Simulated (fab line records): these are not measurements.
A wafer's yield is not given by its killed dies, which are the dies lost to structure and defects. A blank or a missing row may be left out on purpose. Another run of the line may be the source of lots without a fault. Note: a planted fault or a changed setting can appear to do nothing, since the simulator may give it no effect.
Chamber matching	flow gf180mcu	GF_V1_CMP_26 on cmp-01: 4 sister chambers
The step polishes, stops on SiO2, t overpolish 15 s, target thk 0 nm. 8 wafers are shown with their chamber, then 12 later ones without.

## WAFERS, EACH WITH ITS CHAMBER
wafer	chamber	motor_current_A (A)	time_to_endpoint_s (s)
L080.6	2	9.5	84
L081.3	3	12.9	84
L083.6	0	10.3	89
L084.3	0	9.9	90
L084.5	1	10.5	83
L086.1	1	10.4	82
L086.3	3	13.1	84
L086.5	2	9.8	84

## WAFERS WITH NO CHAMBER GIVEN
wafer	motor_current_A (A)	time_to_endpoint_s (s)
L087.2	9.9	84
L087.3	10.3	87
L087.5	10.1	90
L088.2	14.1	85
L088.3	9.9	86
L088.5	9.6	84
L095.2	10.0	89
L095.3	9.3	85
L095.6	9.7	80
L097.2	10.5	83
L097.4	13.1	85
L097.5	9.8	83

## WHICH CHAMBER EACH WENT THROUGH
wafer	from the rows above	in truth
L087.2	2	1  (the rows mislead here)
L087.3	can't be placed: 0 or 2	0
L087.5	0	0
L088.2	3	3
L088.3	2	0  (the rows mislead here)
L088.5	2	2
L095.2	0	0
L095.3	2	2
L095.6	can't be placed: 1 or 2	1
L097.2	1	1
L097.4	3	3
L097.5	can't be placed: 2 or 1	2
Correct placement for 7 of the 12. Cannot be placed on the basis of these rows: 3; the candidates contain the true chamber in 3. 2 placed wrongly.
How it was worked out, from the rows above alone: a wafer's distance from a chamber is the root of the sum, over the readings, of the square of ((its reading less the chamber's mean) divided by the reading's scatter). The wafer belongs to the nearest chamber; if the next one is less than 2 further off, it can't be placed. The mean given for a chamber averages the wafers shown for that chamber. How the scatter is found: for the shown wafers, subtract from each reading the mean of its chamber, square and add these, divide the total by (wafers less chambers), then take the root.
